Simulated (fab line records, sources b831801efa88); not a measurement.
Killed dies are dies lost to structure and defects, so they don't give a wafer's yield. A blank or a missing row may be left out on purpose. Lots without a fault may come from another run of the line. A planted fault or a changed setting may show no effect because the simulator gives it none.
fab line records | flow sky130
record lots=5 wafers=23
route steps=708 shown METAL2@502 VIA2@528 CAPM@539 VIA3@573 METAL4@602 CAP2M@610
start_h: hours from the record's first day to the start of the lot's first wafer shown | wait_h: hours since the lot's step before | " the same as in the row above | L1.1+2: a row that stands for several wafers | - no value, or no start given | * or withheld: withheld | < > ~ a bound
route shown NAME@n: a module of which the file shows steps, and the number in the route of the first | usual: mean/standard deviation of fault-free wafers | same: alike in all rows | chamber/n: place in a boat | sites: the reading at each site | _std_site: their standard deviation | _edge_site: outer sites' mean less inner sites' | radius_mm: how far each site lies from the wafer's centre | mask NAME#n: copy n | behind: the tool/chamber that last shaped the wafer | hold: why the lot was held/for how many hours/how that ended | device: the transistor (n, p or np) that didn't switch | end of line: the same wafers' tests at the end of the route | a step without rows: its recipe alone | killed: dies lost to structure and defects at the first sort, not the wafer's yield | map: a wafer's dies, x killed, . not, _ none there
set.NAME: the setting as run; set.NAME@STEP: as run at that earlier step | model.NAME: the simulator's own value behind a step, which no gauge read
lots whose settings were changed on purpose; a table a step, a row a wafer
## steps
# step SKY_METAL2_METAL_ETCH_19
# recipe target_depth_a=3600 stop_on=SiO2 over_etch_frac=0.3 time_s=78 chemistry=Cl2/BCl3 resist_sidewall_deg=88 pressure_mtorr=10 icp_w=900 bias_w=48.5 Cl2_flow_sccm=60 bcl3_flow_sccm=30
# columns lot.wafer tool chamber start_h wait_h set.bias_w model.KrF-thick_of_METAL2_COAT_10.thk_nm
L074.1 rie_metal-01 0 812.85 0.0 46.45 167.8
L074.3 " 0 " " 48.5 162.4
L074.4 " 1 " " 46.45 172.7
L074.5 " 0 " " 46.45 169
L074.6 " 1 " " 48.5 165.6
L075.1 rie_metal-04 1 821.17 0.0 48.5 161.3
L075.3 " 1 " " 48.5 159.9
L075.4 " 0 " " 48.5 154.1
L079.1 rie_metal-01 0 861.07 0.1 48.5 158.4
L079.2 " 0 " " 43.34 172.5
L079.4 " 0 " " 43.34 172.3
L079.5 " 0 " " 48.5 159.6
L079.6 " 0 " " 43.34 168.4
L082.2 rie_metal-01 1 883.27 0.0 52.18 162
L082.3 " 0 " " 52.18 155.7
L082.4 " 1 " " 48.5 166.6
L082.5 " 0 " " 52.18 157
L082.6 " 1 " " 48.5 165.5
L084.1 rie_metal-01 0 914.00 0.0 48.5 167.1
L084.2 " 1 " " 53.59 156
L084.3 " 1 " " 53.59 155.3
L084.5 " 1 " " 48.5 166.7
L084.6 " 0 " " 53.59 156.9
# step SKY_METAL2_STRIP_20
# recipe chemistry=O2/N2 power_w=1400 pressure_mtorr=1500 platen_temp_c=withheld o2_flow_sccm=3000 n2_flow_sccm=300 overash_fraction=0.5
# usual strip_time_to_endpoint_s=2.74/0.039
# columns lot.wafer tool chamber start_h wait_h set.bias_w@METAL2_METAL_ETCH_19 strip_time_to_endpoint_s
L074.1 plasma_asher-02 0 812.94 0.1 46.45 2.78
L074.3 " 0 " " 48.5 2.72
L074.4 " 1 " " 46.45 2.86
L074.5 " 1 " " 46.45 2.81
L074.6 " 0 " " 48.5 2.77
L075.1 plasma_asher-01 0 821.26 0.1 48.5 2.74
L075.3 " 1 " " 48.5 2.72
L075.4 " 0 " " 48.5 2.64
L079.1 plasma_asher-02 1 861.25 0.1 48.5 2.70
L079.2 " 0 " " 43.34 2.84
L079.4 " 0 " " 43.34 2.84
L079.5 " 1 " " 48.5 2.71
L079.6 " 0 " " 43.34 2.80
L082.2 plasma_asher-01 1 883.36 0.1 52.18 2.73
L082.3 " 0 " " 52.18 2.65
L082.4 " 1 " " 48.5 2.78
L082.5 " 1 " " 52.18 2.68
L082.6 " 0 " " 48.5 2.77
L084.1 plasma_asher-04 1 914.09 0.1 48.5 2.79
L084.2 " 0 " " 53.59 2.67
L084.3 " 0 " " 53.59 2.65
L084.5 " 1 " " 48.5 2.78
L084.6 " 0 " " 53.59 2.67
# step SKY_VIA2_CVD_21
# recipe material=W target_thk_nm=420 time_s=126.4 temp_c=400 pressure_torr=40
# columns lot.wafer tool chamber start_h wait_h set.temp_c model.W_of_VIA2_CVD_21.thk_nm
L074.1 cvd_w-01 0 841.99 0.0 396.6 395.5
L074.3 " 1 " " 400 441.2
L074.4 " 0 " " 396.6 397.6
L074.5 " 1 " " 400 440.8
L074.6 " 0 " " 400 422
L075.1 cvd_w-02 1 850.00 0.0 400 420.8
L075.3 " 1 " " 400 421.4
L075.4 " 0 " " 400 418.7
L079.1 cvd_w-01 1 889.29 0.0 400 444
L079.2 " 0 " " 400 420.5
L079.4 " 1 " " 395.2 403.8
L079.5 " 1 " " 395.2 405.4
L079.6 " 0 " " 395.2 383.3
L082.2+4 cvd_w-01 1 911.22 0.0 400 443.6
L082.3 " 0 " " 400 417.7
L082.5 " 0 " " 400 425.5
L082.6 " 1 " " 400 441.2
L084.1 cvd_w-02 0 940.56 0.0 390.4 353.2
L084.2 " 1 " " 400 424
L084.3 " 0 " " 400 418.9
L084.5 " 1 " " 400 419.2
L084.6 " 0 " " 390.4 352.9
# step SKY_VIA2_RS_MEAS_22
# recipe thk_meas_gauge=four-point-probe reads=W_of_VIA2_CVD_21+TiN_of_VIA2_SPUTTER_20
# usual VIA2_W_RS=0.268/0.0047
# columns lot.wafer tool chamber start_h wait_h set.temp_c@VIA2_CVD_21 VIA2_W_RS[ohm/sq]
L074.1 film_metro-02 - 842.12 0.1 396.6 0.289
L074.3 " - " " 400 0.259
L074.4 " - " " 396.6 0.287
L074.5 " - " " 400 0.259
L074.6 " - " " 400 0.270
L075.1 film_metro-03 - 850.13 0.1 400 0.272
L075.3 " - " " 400 0.272
L075.4 " - " " 400 0.273
L079.1 film_metro-04 - 889.42 0.1 400 0.258
L079.2 " - " " 400 0.273
L079.4 " - " " 395.2 0.284
L079.5 " - " " 395.2 0.283
L079.6 " - " " 395.2 0.299
L082.2 film_metro-04 - 911.37 0.1 400 0.259
L082.3 " - " " 400 0.274
L082.4 " - " " 400 0.258
L082.5 " - " " 400 0.270
L082.6 " - " " 400 0.260
L084.1 film_metro-03 - 940.69 0.1 390.4 0.324
L084.2 " - " " 400 0.269
L084.3 " - " " 400 0.274
L084.5 " - " " 400 0.273
L084.6 " - " " 390.4 0.324
# step SKY_VIA2_THK_MEAS_23
# recipe thk_meas_gauge=xrf reads=W_of_VIA2_CVD_21
# usual VIA2_W_THK=446/9.2
# columns lot.wafer tool chamber start_h wait_h set.temp_c@VIA2_CVD_21 VIA2_W_THK[nm]
L074.1 film_metro-02 - 842.24 0.1 396.6 411
L074.3 " - " " 400 459
L074.4 " - " " 396.6 412
L074.5 " - " " 400 459
L074.6 " - " " 400 442
L075.1 film_metro-03 - 850.25 0.1 400 443
L075.3 " - " " 400 443
L075.4 " - " " 400 439
L079.1 film_metro-04 - 889.54 0.1 400 469
L079.2 " - " " 400 445
L079.4 " - " " 395.2 423
L079.5 " - " " 395.2 425
L079.6 " - " " 395.2 400
L082.2 film_metro-04 - 911.48 0.1 400 467
L082.3 " - " " 400 435
L082.4 " - " " 400 466
L082.5 " - " " 400 450
L082.6 " - " " 400 466
L084.1 film_metro-03 - 940.81 0.1 390.4 365
L084.2 " - " " 400 442
L084.3 " - " " 400 437
L084.5 " - " " 400 437
L084.6 " - " " 390.4 367
# step SKY_CAPM_SPUTTER_02
# recipe material=TiN target_thk_nm=200 temp_c=300 power_w=6500 time_s=166.7 chamber_pressure_pa=0.4
# columns lot.wafer tool chamber start_h wait_h set.power_w model.TiN_of_CAPM_SPUTTER_02.thk_nm
L074.1 pvd_sputter-01 - 842.84 0.1 6500 199.7
L074.3 " - " " 6500 198
L074.4 " - " " 6873 214.3
L074.5 " - " " 6500 200.8
L074.6 " - " " 6873 208.1
L075.1 pvd_sputter-01 - 850.85 0.1 6500 203.3
L075.3 " - " " 6500 198.8
L075.4 " - " " 6500 202.4
L079.1 pvd_sputter-01 - 890.14 0.1 6500 197.3
L079.2 " - " " 6500 202.6
L079.4 " - " " 5789 179.5
L079.5 " - " " 5789 182.8
L079.6 " - " " 6500 202.4
L082.2 pvd_sputter-03 - 912.06 0.0 6500 196.4
L082.3 " - " " 6291 192.7
L082.4 " - " " 6291 191.6
L082.5 " - " " 6291 191
L082.6 " - " " 6500 194.8
L084.1 pvd_sputter-01 - 941.41 0.1 7163 217.3
L084.2 " - " " 7163 223.5
L084.3 " - " " 6500 200.2
L084.5 " - " " 6500 198.8
L084.6 " - " " 7163 222.2
# step SKY_CAPM_RS_MEAS_03
# recipe thk_meas_gauge=four-point-probe reads=TiN_of_CAPM_SPUTTER_02
# usual CAPM_TIN_RS=6.90/0.12
# columns lot.wafer tool chamber start_h wait_h set.power_w@CAPM_SPUTTER_02 CAPM_TIN_RS[ohm/sq]
L074.1 film_metro-01 - 842.95 0.1 6500 6.92
L074.3 " - " " 6500 6.98
L074.4 " - " " 6873 6.43
L074.5 " - " " 6500 6.87
L074.6 " - " " 6873 6.64
L075.1 film_metro-04 - 850.96 0.1 6500 6.79
L075.3 " - " " 6500 6.97
L075.4 " - " " 6500 6.83
L079.1 film_metro-01 - 890.25 0.1 6500 7.01
L079.2 " - " " 6500 6.81
L079.4 " - " " 5789 7.71
L079.5 " - " " 5789 7.55
L079.6 " - " " 6500 6.82
L082.2 film_metro-01 - 912.19 0.1 6500 7.03
L082.3 " - " " 6291 7.18
L082.4 " - " " 6291 7.21
L082.5 " - " " 6291 7.24
L082.6 " - " " 6500 7.09
L084.1 film_metro-03 - 941.52 0.1 7163 6.36
L084.2 " - " " 7163 6.15
L084.3 " - " " 6500 6.88
L084.5 " - " " 6500 6.94
L084.6 " - " " 7163 6.19
# step SKY_CAPM_THK_MEAS_04
# recipe thk_meas_gauge=xrf reads=TiN_of_CAPM_SPUTTER_02
# usual CAPM_TIN_THK=202/3.3
# columns lot.wafer tool chamber start_h wait_h set.power_w@CAPM_SPUTTER_02 CAPM_TIN_THK[nm]
L074.1 film_metro-01 - 843.07 0.1 6500 201
L074.3 " - " " 6500 200
L074.4 " - " " 6873 217
L074.5 " - " " 6500 203
L074.6 " - " " 6873 210
L075.1 film_metro-04 - 851.08 0.1 6500 206
L075.3 " - " " 6500 200
L075.4 " - " " 6500 204
L079.1 film_metro-01 - 890.37 0.1 6500 199
L079.2 " - " " 6500 204
L079.4 " - " " 5789 181
L079.5 " - " " 5789 184
L079.6 " - " " 6500 204
L082.2 film_metro-01 - 912.30 0.1 6500 198
L082.3 " - " " 6291 196
L082.4 " - " " 6291 193
L082.5 " - " " 6291 193
L082.6 " - " " 6500 197
L084.1 film_metro-03 - 941.64 0.1 7163 218
L084.2 " - " " 7163 224
L084.3 " - " " 6500 201
L084.5 " - " " 6500 199
L084.6 " - " " 7163 224
# step SKY_CAPM_DEHYDRATE_05
# recipe temp_c=200 time_s=60
# step SKY_CAPM_HMDS_06
# recipe prime_time_s=60 prime_temp_c=120
# step SKY_CAPM_DEVELOP_11
# recipe resist=NOVOLAK developer=TMAH develop_time_s=60 dev_temp_c=23
# step SKY_CAPM_METAL_ETCH_13
# recipe target_depth_nm=220 stop_on=SiO2 chemistry=Cl2/BCl3 target=TiN pressure_mtorr=10 icp_w=900 bias_w=48.5 Cl2_flow_sccm=60 bcl3_flow_sccm=30 time_s=62.9
# usual oes_product_au=0.941/0.0098
# columns lot.wafer tool chamber start_h wait_h set.power_w@CAPM_SPUTTER_02 oes_product_au
L074.1 rie_metal-04 0 868.43 0.0 6500 0.933
L074.3 " 1 " " 6500 0.933
L074.4 " 0 " " 6873 0.988
L074.5 " 0 " " 6500 0.944
L074.6 " 1 " " 6873 0.968
L075.1 rie_metal-04 0 876.63 0.0 6500 0.951
L075.3 " 1 " " 6500 0.938
L075.4 " 0 " " 6500 0.942
L079.1 rie_metal-04 0 915.18 0.0 6500 0.938
L079.2 " 1 " " 6500 0.948
L079.4 " 1 " " 5789 0.886
L079.5 " 1 " " 5789 0.896
L079.6 " 0 " " 6500 0.951
L082.2 rie_metal-04 0 937.33 0.0 6500 0.927
L082.3 " 0 " " 6291 0.917
L082.4 " 1 " " 6291 0.912
L082.5 " 0 " " 6291 0.914
L082.6 " 1 " " 6500 0.920
L084.1 rie_metal-02 0 965.46 0.0 7163 0.994
L084.2 " 1 " " 7163 1.000
L084.3 " 0 " " 6500 0.936
L084.5 " 1 " " 6500 0.937
L084.6 " 0 " " 7163 1.001
# step SKY_VIA3_HDPCVD_00
# recipe material=SiO2 target_thk_nm=1635 sigma_open_frac=0.3 time_s=272.5 temp_c=400 sih4_flow_sccm=60 pressure_mtorr=6
# columns lot.wafer tool chamber start_h wait_h set.time_s model.SiO2_of_VIA3_HDPCVD_00.thk_nm
L074.1+5+6 hdpcvd-01 0,2,1 895.27 0.0 272.5 -
L074.3 " 1 " " 272.5 1596
L074.4 " 0 " " 272.5 1637
L075.1 hdpcvd-01 2 904.29 0.0 272.5 1631
L075.3 " 1 " " 272.5 1633
L075.4 " 0 " " 272.5 1626
L079.1 hdpcvd-02 1 941.56 0.0 289.3 1724
L079.2 " 2 " " 272.5 1652
L079.4 " 0 " " 289.3 1756
L079.5 " 1 " " 289.3 1730
L079.6 " 2 " " 272.5 1677
L082.2 hdpcvd-01 2 963.86 0.0 301.3 -
L082.3+4 " 0,1 " " 272.5 -
L082.5 " 0 " " 301.3 1796
L082.6 " 2 " " 301.3 1799
L084.1 hdpcvd-02 2 991.55 0.0 272.5 1637
L084.2 " 0 " " 310.2 1836
L084.3+5 " 1 " " 272.5 -
L084.6 " 0 " " 310.2 -
# step SKY_VIA3_THK_MEAS_01
# recipe reads=SiO2_of_VIA3_HDPCVD_00
# usual VIA3_HDPCVD_THK=1629/19
# columns lot.wafer tool chamber start_h wait_h set.time_s@VIA3_HDPCVD_00 VIA3_HDPCVD_THK[nm]
L074.1 film_metro-04 - 895.44 0.1 272.5 1631
L074.3 " - " " 272.5 1596
L074.4 " - " " 272.5 1638
L074.5 " - " " 272.5 1639
L074.6 " - " " 272.5 1608
L075.1 film_metro-01 - 904.46 0.1 272.5 1632
L075.3 " - " " 272.5 1633
L075.4 " - " " 272.5 1626
L079.1 film_metro-02 - 941.73 0.1 289.3 1724
L079.2 " - " " 272.5 1652
L079.4 " - " " 289.3 1756
L079.5 " - " " 289.3 1729
L079.6 " - " " 272.5 1677
L082.2 film_metro-01 - 964.04 0.1 301.3 1823
L082.3 " - " " 272.5 1634
L082.4 " - " " 272.5 1619
L082.5 " - " " 301.3 1794
L082.6 " - " " 301.3 1798
L084.1 film_metro-02 - 991.72 0.1 272.5 1637
L084.2 " - " " 310.2 1836
L084.3 " - " " 272.5 1628
L084.5 " - " " 272.5 1624
L084.6 " - " " 310.2 1846
# step SKY_METAL4_SPUTTER_04
# recipe material=TiN target_thk_nm=70 power_w=6500 time_s=58.3 chamber_pressure_pa=0.4
# columns lot.wafer tool chamber start_h wait_h set.time_s model.TiN_of_METAL4_SPUTTER_04.thk_nm
L074.1 pvd_sputter-04 - 923.26 0.0 53.67 63.36
L074.3 " - " " 58.3 68.91
L074.4 " - " " 58.3 70.33
L074.5 " - " " 53.67 63.77
L074.6 " - " " 53.67 63.87
L075.1 pvd_sputter-04 - 931.39 0.0 58.3 70.6
L075.3 " - " " 58.3 70.32
L075.4 " - " " 58.3 69.49
L079.1 pvd_sputter-01 - 967.99 0.0 58.3 69.96
L079.2 " - " " 60.68 74.3
L079.4 " - " " 58.3 70.8
L079.5 " - " " 60.68 74.15
L079.6 " - " " 58.3 69.57
L082.2 pvd_sputter-01 - 990.26 0.0 62.09 74.85
L082.3 " - " " 62.09 75.88
L082.4 " - " " 62.09 74.83
L082.5 " - " " 58.3 70.62
L082.6 " - " " 58.3 70.27
L084.1 pvd_sputter-01 - 1017.87 0.0 58.3 71.12
L084.2 " - " " 58.3 72.12
L084.3 " - " " 58.3 71.36
L084.5 " - " " 53.09 64.26
L084.6 " - " " 53.09 65.45
# step SKY_CAP2M_COAT_07
# recipe resist=NOVOLAK spin_rpm=3000 resist_thk_nm=1140
# columns lot.wafer tool chamber start_h wait_h set.spin_rpm model.NOVOLAK_of_CAP2M_COAT_07.thk_nm
L074.1 litho_track-03 0 935.53 0.1 3000 1142
L074.3 " 0 " " 3000 1139
L074.4 " 0 " " 2891 1161
L074.5 " 0 " " 3000 1140
L074.6 " 0 " " 2891 1163
L075.1 litho_track-04 0 944.19 0.1 3000 1144
L075.3 " 0 " " 3000 1142
L075.4 " 0 " " 3000 1146
L079.1 litho_track-01 0 979.10 0.1 3000 1140
L079.2 " 0 " " 3000 1132
L079.4 " 0 " " 3000 1138
L079.5 " 0 " " 2883 1160
L079.6 " 0 " " 2883 1157
L082.2 litho_track-04 0 1001.11 0.1 2899 1160
L082.3 " 0 " " 3000 1142
L082.4 " 0 " " 3000 1140
L082.5 " 0 " " 2899 1163
L082.6 " 0 " " 3000 1146
L084.1 litho_track-01 0 1027.40 0.1 3183 1103
L084.2 " 0 " " 3000 1138
L084.3 " 0 " " 3000 1140
L084.5 " 0 " " 3183 1100
L084.6 " 0 " " 3183 1102
# step SKY_CAP2M_SOFTBAKE_08
# recipe temp_c=90 time_s=60 resist=NOVOLAK
# step SKY_CAP2M_EXPOSE_09
# recipe mask_id=CAP2M na=0.6 source_shape=conventional sigma_outer=0.6 polarization=unpolarized target_cd_nm=1000 dose_mj=159
# step SKY_CAP2M_DEVELOP_11
# recipe resist=NOVOLAK developer=TMAH develop_time_s=61.15 dev_temp_c=23
# step SKY_CAP2M_METAL_ETCH_13
# recipe target_depth_nm=220 stop_on=SiO2 chemistry=Cl2/BCl3 target=TiN pressure_mtorr=10 icp_w=900 bias_w=48.5 Cl2_flow_sccm=60 bcl3_flow_sccm=30 time_s=62.9
# columns lot.wafer tool chamber start_h wait_h set.spin_rpm@CAP2M_COAT_07 model.NOVOLAK_of_CAP2M_COAT_07.thk_nm
L074.1 rie_metal-04 1 948.12 0.0 3000 992.9
L074.3 " 0 " " 3000 991.3
L074.4 " 1 " " 2891 1013
L074.5 " 1 " " 3000 991.5
L074.6 " 0 " " 2891 1014
L075.1 rie_metal-03 0 956.03 0.0 3000 997.3
L075.3 " 1 " " 3000 996
L075.4 " 0 " " 3000 999.2
L079.1 rie_metal-04 1 991.62 0.0 3000 994.2
L079.2 " 0 " " 3000 985
L079.4 " 0 " " 3000 992
L079.5 " 0 " " 2883 1013
L079.6 " 1 " " 2883 1011
L082.2 rie_metal-03 1 1013.13 0.0 2899 1015
L082.3 " 0 " " 3000 995.6
L082.4 " 1 " " 3000 993.6
L082.5 " 1 " " 2899 1017
L082.6 " 0 " " 3000 999.5
L084.1 rie_metal-03 0 1039.63 0.0 3183 956.9
L084.2 " 1 " " 3000 993.9
L084.3 " 1 " " 3000 994.9
L084.5 " 1 " " 3183 955.1
L084.6 " 0 " " 3183 956.2
# step SKY_CAP2M_STRIP_14
# recipe chemistry=O2/N2 power_w=1400 pressure_mtorr=1500 platen_temp_c=withheld o2_flow_sccm=3000 n2_flow_sccm=300 overash_fraction=0.5
# usual strip_time_to_endpoint_s=12.64/0.041
# columns lot.wafer tool chamber start_h wait_h set.o2_flow_sccm set.spin_rpm@CAP2M_COAT_07 strip_time_to_endpoint_s
L074.1 plasma_asher-03 1 948.19 0.1 3000 3000 12.64
L074.3 " 0 " " 2747 3000 12.70
L074.4 " 1 " " 3000 2891 12.82
L074.5 " 1 " " 2747 3000 12.70
L074.6 " 0 " " 2747 2891 12.88
L075.1 plasma_asher-02 0 956.11 0.1 3000 3000 12.69
L075.3 " 0 " " 3000 3000 12.67
L075.4 " 1 " " 3000 3000 12.74
L079.1 plasma_asher-02 0 991.69 0.1 3000 3000 12.66
L079.2 " 1 " " 3000 3000 12.54
L079.4 " 0 " " 3408 3000 12.55
L079.5 " 0 " " 3000 2883 12.83
L079.6 " 1 " " 3408 2883 12.76
L082.2 plasma_asher-04 1 1013.20 0.1 2573 2899 12.97
L082.3 " 0 " " 3000 3000 12.69
L082.4 " 1 " " 3000 3000 12.66
L082.5 " 0 " " 3000 2899 12.86
L082.6 " 1 " " 2573 3000 12.79
L084.1 plasma_asher-02 1 1039.71 0.1 3276 3183 12.16
L084.2 " 0 " " 3276 3000 12.60
L084.3 " 0 " " 3000 3000 12.66
L084.5 " 1 " " 3000 3183 12.21
L084.6 " 0 " " 3276 3183 12.15
## key
split step=SKY_METAL2_METAL_ETCH_19 setting=bias_w stated=48.5 by=wafer
response step=SKY_METAL2_METAL_ETCH_19 reading=model.KrF-thick_of_METAL2_COAT_10.thk_nm change=-1.09 per=1% r=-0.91
response step=SKY_METAL2_STRIP_20 reading=strip_time_to_endpoint_s change=* per=1% r=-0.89
split step=SKY_VIA2_CVD_21 setting=temp_c stated=400 by=wafer
response step=SKY_VIA2_CVD_21 reading=model.W_of_VIA2_CVD_21.thk_nm change=+29.8 per=1% r=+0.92
response step=SKY_VIA2_RS_MEAS_22 reading=VIA2_W_RS change=-0.0221 per=1% r=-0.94
response step=SKY_VIA2_THK_MEAS_23 reading=VIA2_W_THK change=+32.8 per=1% r=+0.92
split step=SKY_CAPM_SPUTTER_02 setting=power_w stated=6500 by=wafer
response step=SKY_CAPM_SPUTTER_02 reading=model.TiN_of_CAPM_SPUTTER_02.thk_nm change=+1.92 per=1% r=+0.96
response step=SKY_CAPM_RS_MEAS_03 reading=CAPM_TIN_RS change=-0.067 per=1% r=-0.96
response step=SKY_CAPM_THK_MEAS_04 reading=CAPM_TIN_THK change=+1.95 per=1% r=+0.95
response step=SKY_CAPM_METAL_ETCH_13 reading=oes_product_au change=+0.00562 per=1% r=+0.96
split step=SKY_VIA3_HDPCVD_00 setting=time_s stated=272.5 by=wafer
response step=SKY_VIA3_HDPCVD_00 reading=model.SiO2_of_VIA3_HDPCVD_00.thk_nm change=+13.6 per=1% r=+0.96
response step=SKY_VIA3_THK_MEAS_01 reading=VIA3_HDPCVD_THK change=+15.4 per=1% r=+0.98
split step=SKY_METAL4_SPUTTER_04 setting=time_s stated=58.3 by=wafer
response step=SKY_METAL4_SPUTTER_04 reading=model.TiN_of_METAL4_SPUTTER_04.thk_nm change=+0.766 per=1% r=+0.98
split step=SKY_CAP2M_COAT_07 setting=spin_rpm stated=3000 by=wafer
response step=SKY_CAP2M_COAT_07 reading=model.NOVOLAK_of_CAP2M_COAT_07.thk_nm change=-5.89 per=1% r=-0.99
response step=SKY_CAP2M_METAL_ETCH_13 reading=model.NOVOLAK_of_CAP2M_COAT_07.thk_nm change=-6.02 per=1% r=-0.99
response step=SKY_CAP2M_STRIP_14 reading=strip_time_to_endpoint_s change=* per=1% r=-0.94
split step=SKY_CAP2M_STRIP_14 setting=o2_flow_sccm stated=3000 by=wafer
response none clear
